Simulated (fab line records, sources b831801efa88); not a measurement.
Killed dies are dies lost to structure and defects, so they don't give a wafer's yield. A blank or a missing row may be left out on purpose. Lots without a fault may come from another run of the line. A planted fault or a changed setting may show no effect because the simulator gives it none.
Chamber matching | flow gf180mcu | GF_STI_ETCH_13 on rie_diel-02: 4 sister chambers
The step etches the open film in CHF3/O2, stops on Si, target depth 282.31 nm, time 112.9 s. 4 wafers are shown with their chamber, then 8 later ones without.

WAFERS WITH THEIR CHAMBER
wafer  | chamber | drypump_motor_current_A (A)
L080.3 | 1       | 5.6
L088.4 | 0       | 5.9
L090.6 | 3       | 5.9
L092.1 | 2       | 4.8

WAFERS WITHOUT THEIR CHAMBER
wafer  | drypump_motor_current_A (A)
L092.2 | 5.9
L092.4 | 4.8
L094.1 | 5.8
L094.3 | 4.8
L094.6 | 5.9
L097.1 | 5.9
L097.2 | 5.6
L097.4 | 6.0

WHICH CHAMBER EACH WENT THROUGH
wafer  | from the rows above          | in truth
L092.2 | can't be placed: 0 or 3      | 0
L092.4 | 2                            | 2
L094.1 | can't be placed: 0 or 3 or 1 | 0
L094.3 | 2                            | 2
L094.6 | can't be placed: 0 or 3      | 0
L097.1 | can't be placed: 0 or 3      | 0
L097.2 | 1                            | 1
L097.4 | can't be placed: 0 or 3      | 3
Placed correctly: 3 of 8. Can't be placed from these rows: 5 (the true chamber is among the candidates in 5). Placed wrongly: 0.
How it was worked out, from the rows above alone: a wafer's distance from a chamber is the root of the sum, over the readings, of the square of ((its reading less the chamber's mean) divided by the reading's scatter). The wafer belongs to the nearest chamber; if the next one is less than 2 further off, it can't be placed. A chamber's mean is the mean of its shown wafers. The scatter: with one shown wafer a chamber, the root of the mean of the squares of how far each hidden wafer lies from its nearest shown one.
